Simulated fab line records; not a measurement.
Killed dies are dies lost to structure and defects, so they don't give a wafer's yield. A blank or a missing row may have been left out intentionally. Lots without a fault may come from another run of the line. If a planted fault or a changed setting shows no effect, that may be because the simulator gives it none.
Which tool is to blame? -- flow sky130 -- 24 lots with 72 wafers sampled at 3 steps, on a route of 708 steps

## WHAT THE GAUGES READ, wafer by wafer
SKY_CAP2M_THK_MEAS_01. Usual: CAP2M_CVD_00_THK typically reads 15.51 nm, with standard deviation 0.24.
lot,measured,on,CAP2M_CVD_00_THK (nm),flag
L074,day 40 02:40,filmMetro-03,15.28 15.36 15.27,
L075,day 40 11:11,filmMetro-02,15.08 15.34 15.11,
L076,day 40 15:25,filmMetro-02,15.23 15.47 15.49,
L077,day 41 05:06,filmMetro-03,15.48 15.58 15.66,
L079,day 41 22:20,filmMetro-02,15.27 15.46 15.77,
L080,day 41 23:16,filmMetro-02,15.29 15.24 15.67,
L078,day 42 00:06,filmMetro-02,15.63 15.49 15.42,
L081,day 42 02:41,filmMetro-04,15.26 15.64 15.80,
L082,day 42 21:15,filmMetro-04,15.61 15.21 15.75,
L083,day 42 23:22,filmMetro-04,15.35 15.49 15.55,
L085,day 43 04:38,filmMetro-03,15.69 15.47 16.12,
L084,day 43 10:26,filmMetro-02,15.71 15.62 15.96,
L086,day 43 14:43,filmMetro-02,15.92 15.64 15.96,
L087,day 43 23:00,filmMetro-02,15.75 15.60 15.42,
L088,day 44 02:29,filmMetro-03,15.41 15.40 15.80,
L089,day 44 12:00,filmMetro-02,15.77 15.46 15.81,
L090,day 44 17:56,filmMetro-04,15.27 15.45 15.42,
L092,day 45 06:21,filmMetro-02,15.16 15.30 15.38,
L091,day 45 11:58,filmMetro-04,15.51 15.59 15.82,
L093,day 45 12:17,filmMetro-02,15.38 15.49 15.50,
L094,day 45 19:38,filmMetro-03,15.42 15.24 15.36,
L096,day 46 03:15,filmMetro-03,15.55 15.39 15.91,
L095,day 46 07:32,filmMetro-02,15.82 15.34 15.97,
L097,day 46 17:54,filmMetro-04,15.53 15.89 15.53,

## EACH LOT AND THE TOOL THAT RAN IT (in order: tool; ch and the chambers of the sampled wafers; start)
lot,SKY_VIA3_SPUTTER_20,SKY_METAL4_SPUTTER_02
L074,"pvdSputter-03, day 40 01:41","pvdSputter-01, day 40 02:32"
L075,"pvdSputter-03, day 40 10:20","pvdSputter-04, day 40 11:03"
L076,"pvdSputter-02, day 40 14:24","pvdSputter-03, day 40 15:16"
L077,"pvdSputter-04, day 41 04:15","pvdSputter-04, day 41 04:58"
L079,"pvdSputter-02, day 41 21:29","pvdSputter-01, day 41 22:12"
L080,"pvdSputter-04, day 41 22:25","pvdSputter-01, day 41 23:08"
L078,"pvdSputter-04, day 41 23:16","pvdSputter-01, day 41 23:58"
L081,"pvdSputter-03, day 42 01:51","pvdSputter-03, day 42 02:34"
L082,"pvdSputter-02, day 42 20:24","pvdSputter-01, day 42 21:07"
L083,"pvdSputter-04, day 42 22:32","pvdSputter-04, day 42 23:15"
L085,"pvdSputter-04, day 43 03:47","pvdSputter-01, day 43 04:30"
L084,"pvdSputter-04, day 43 09:35","pvdSputter-01, day 43 10:19"
L086,"pvdSputter-02, day 43 13:51","pvdSputter-03, day 43 14:34"
L087,"pvdSputter-02, day 43 22:08","pvdSputter-04, day 43 22:51"
L088,"pvdSputter-02, day 44 01:39","pvdSputter-03, day 44 02:22"
L089,"pvdSputter-03, day 44 11:10","pvdSputter-01, day 44 11:52"
L090,"pvdSputter-03, day 44 17:05","pvdSputter-04, day 44 17:49"
L092,"pvdSputter-03, day 45 05:20","pvdSputter-04, day 45 06:12"
L091,"pvdSputter-03, day 45 11:06","pvdSputter-03, day 45 11:50"
L093,"pvdSputter-04, day 45 11:24","pvdSputter-04, day 45 12:10"
L094,"pvdSputter-04, day 45 18:48","pvdSputter-04, day 45 19:31"
L096,"pvdSputter-04, day 46 02:25","pvdSputter-04, day 46 03:07"
L095,"pvdSputter-02, day 46 06:28","pvdSputter-01, day 46 07:24"
L097,"pvdSputter-03, day 46 17:04","pvdSputter-01, day 46 17:46"
- SKY_VIA3_SPUTTER_20: material TiN, target thk 20 nm, time 80 s.
- SKY_METAL4_SPUTTER_02: material AlCu, target thk 735 nm, time 39.1 s.

## WHAT THE TOOLS THEMSELVES READ (means of the sampled wafers that have a number; where no wafer has one, the mark that the record gives instead)
SKY_VIA3_SPUTTER_20. Usual: cathodeDcPowerW 4000.0 W, standard deviation 0.73; throttleValvePct 29.8 %, standard deviation 1.1.
lot,tool,cathodeDcPowerW (W),throttleValvePct (%),flag
L074,pvdSputter-03,3999.6,30.4,
L075,pvdSputter-03,4000.1,30.1,
L076,pvdSputter-02,4000.0,29.3,
L077,pvdSputter-04,4000.1,30.0,
L079,pvdSputter-02,3999.9,30.4,
L080,pvdSputter-04,4000.4,29.5,
L078,pvdSputter-04,4000.6,29.7,
L081,pvdSputter-03,3999.4,30.5,
L082,pvdSputter-02,3998.7,30.6,
L083,pvdSputter-04,4000.2,30.1,
L085,pvdSputter-04,3999.9,29.1,
L084,pvdSputter-04,3999.8,29.8,
L086,pvdSputter-02,4000.0,30.3,
L087,pvdSputter-02,4000.2,28.9,
L088,pvdSputter-02,4000.0,28.0,
L089,pvdSputter-03,4000.6,30.0,
L090,pvdSputter-03,4000.3,30.4,
L092,pvdSputter-03,4000.5,30.2,
L091,pvdSputter-03,4000.0,30.1,
L093,pvdSputter-04,3999.6,29.4,
L094,pvdSputter-04,3999.5,29.5,
L096,pvdSputter-04,3999.7,29.7,
L095,pvdSputter-02,3999.6,29.3,
L097,pvdSputter-03,3999.8,30.1,

SKY_METAL4_SPUTTER_02. Usual: cathodeDcPowerW 10600 W, standard deviation 2.2; throttleValvePct 30.0 %, standard deviation 0.66.
lot,tool,cathodeDcPowerW (W),throttleValvePct (%),flag
L074,pvdSputter-01,10599,29.8,
L075,pvdSputter-04,10601,30.3,
L076,pvdSputter-03,10599,30.1,
L077,pvdSputter-04,10598,29.7,
L079,pvdSputter-01,10601,29.9,
L080,pvdSputter-01,10600,30.2,
L078,pvdSputter-01,10598,29.9,
L081,pvdSputter-03,10601,30.9,
L082,pvdSputter-01,10599,29.8,
L083,pvdSputter-04,10600,30.4,
L085,pvdSputter-01,10600,30.0,
L084,pvdSputter-01,10601,30.3,
L086,pvdSputter-03,10600,30.4,
L087,pvdSputter-04,10601,30.0,
L088,pvdSputter-03,10600,30.6,
L089,pvdSputter-01,10599,30.0,
L090,pvdSputter-04,10599,30.0,
L092,pvdSputter-04,10601,29.7,
L091,pvdSputter-03,10600,30.0,
L093,pvdSputter-04,10602,29.8,
L094,pvdSputter-04,10600,30.2,
L096,pvdSputter-04,10601,30.2,
L095,pvdSputter-01,10600,29.9,
L097,pvdSputter-01,10600,29.9,

## THE ANSWER, worked out from the rows above alone
Rule: lot off if the mean of its wafers having a number is beyond 3 standard deviations from the usual mean. Also off: a lot with no number at a reading for which 4 or more lots have one. Any other lot the step has rows for is counted as sound. The gauges are gone through in route order, then the tools' own readings, and for those a lot's mean is taken as printed above. The first step at which some lot is off is used, and at that step the reading that is off furthest; a lot without a number counts as furthest.
Nothing can be told from this: no lot is off at any reading shown.

## WHAT THE SIMULATOR HAD PUT IN
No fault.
